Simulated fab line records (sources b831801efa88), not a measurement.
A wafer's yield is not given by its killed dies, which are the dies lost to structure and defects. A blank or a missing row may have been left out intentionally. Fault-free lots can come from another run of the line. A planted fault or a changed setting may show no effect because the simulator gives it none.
2 desks looking at one fault || flow sky130 || what lay behind the numbers comes last; until then each desk has only its own

## METROLOGY DESK
What the gauges read for every lot (on any tool): the sampled wafers with a number, averaged. The brackets show how far a lot's mean lies from the usual mean; more than 4 standard deviations puts the lot out of limits, marked OUT.
Columns: A = FIELD_ISO_OXIDATION_01_THK at SKY_FIELD_ISO_THK_MEAS_23, usual 9.90 nm; B = NWELL_01_OVL at SKY_NWELL_OVL_MEAS_23, usual 0.9 nm; C = NWELL_2_TW at SKY_NWELL_TW_MEAS_26, usual 498; D = cd_nm at SKY_VT_ADJUST_HVTP_CD_MEAS_07, usual 380.5 nm; E = VT_ADJUST_HVTP_OVL at SKY_VT_ADJUST_HVTP_OVL_MEAS_08, usual 0.1 nm
{"lot": "L585", "first seen here": "day 2 17:49", "A": 10.03, "B": 2.3, "C": 488, "D": 376.2, "E": -1.2}
{"lot": "L584", "first seen here": "day 2 17:50", "A": 9.96, "B": -1.0, "C": 502, "D": 382.3, "E": 0.2}
{"lot": "L586", "first seen here": "day 3 00:55", "A": 9.61, "B": 1.2, "C": 490, "D": 376.5, "E": 2.8}
{"lot": "L587", "first seen here": "day 3 10:53", "A": 9.82, "B": 1.9, "C": 504, "D": 383.3, "E": -3.4}
{"lot": "L588", "first seen here": "day 3 10:53", "A": 9.85, "B": 3.1, "C": 492, "D": 380.5, "E": 0.5}
{"lot": "L590", "first seen here": "day 3 21:13", "A": 10.03, "B": 1.0, "C": 498, "D": 384.0, "E": 1.5}
{"lot": "L591", "first seen here": "day 4 00:49", "A": 9.69, "B": 2.5, "C": 500, "D": 381.8, "E": 0.3}
{"lot": "L592", "first seen here": "day 4 04:52", "A": 9.84, "B": 1.6, "C": 504, "D": 379.9, "E": -0.5}
{"lot": "L593", "first seen here": "day 4 11:38", "A": 10.14, "B": -0.4, "C": 491, "D": 381.7, "E": -0.2}
{"lot": "L595", "first seen here": "day 4 21:05", "A": 10.25, "B": 1.1, "C": 502, "D": 378.3, "E": -0.7}
{"lot": "L598", "first seen here": "day 5 15:37", "A": 9.95, "B": "-", "C": "30 (-78) OUT", "D": 381.3, "E": 0.1}
{"lot": "L599", "first seen here": "day 5 18:08", "A": 9.90, "B": "-", "C": "30 (-78) OUT", "D": 381.9, "E": -0.8}
{"lot": "L604", "first seen here": "day 6 20:51", "A": 10.03, "B": 0.6, "C": 504, "D": 380.8, "E": 2.5}
{"lot": "L605", "first seen here": "day 7 06:53", "A": 9.79, "B": 0.8, "C": 493, "D": 379.5, "E": -0.1}
This desk's finding: out of limits on L598, L599; first on L598, day 9 04:31 (NWELL_2_TW at SKY_NWELL_TW_MEAS_26). In limits: L585, L584, L586, L587, L588, L590, L591, L592, L593, L595, L604, L605.

## THE TOOL OWNER'S DESK: litho_track-04
The tool's own readings at SKY_NWELL_DEVELOP_22 (develop time 60 s): means of the sampled wafers that have a number, for each lot that ran on this tool. The brackets show how far a lot's mean lies from the usual mean; more than 4 standard deviations puts the lot out of limits, marked OUT.
Columns: A = chill_plate_temp_C at SKY_NWELL_DEVELOP_22, usual 22.99 C; B = developer_temp_C at SKY_NWELL_DEVELOP_22, usual 23.00 C
{"lot": "L590", "first seen here": "day 7 02:00", "A": 23.02, "B": 22.94}
{"lot": "L595", "first seen here": "day 8 09:00", "A": 23.06, "B": 22.98}
{"lot": "L598", "first seen here": "day 9 04:00", "A": 23.08, "B": 22.87}
{"lot": "L599", "first seen here": "day 9 07:00", "A": 22.96, "B": 22.98}
This desk's verdict: no lot among the 4 shows anything out of limits.

## ALL TOGETHER
The metrology desk could have raised an alarm at day 9 04:31, on L598, L599.
The desk of the tool owner found nothing out of limits.
On record at the tool owner's desk: L598, L599, within its limits.
Of the lots named, all ran SKY_NWELL_DEVELOP_22 on litho_track-04.

## WHAT HAD BEEN PUT IN BY THE SIMULATOR
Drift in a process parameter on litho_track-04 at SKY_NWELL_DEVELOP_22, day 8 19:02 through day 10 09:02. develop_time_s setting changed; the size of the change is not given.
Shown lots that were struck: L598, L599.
Time in hours between the start of the fault and the first out-of-limits reading at each desk: metrology desk, 9.
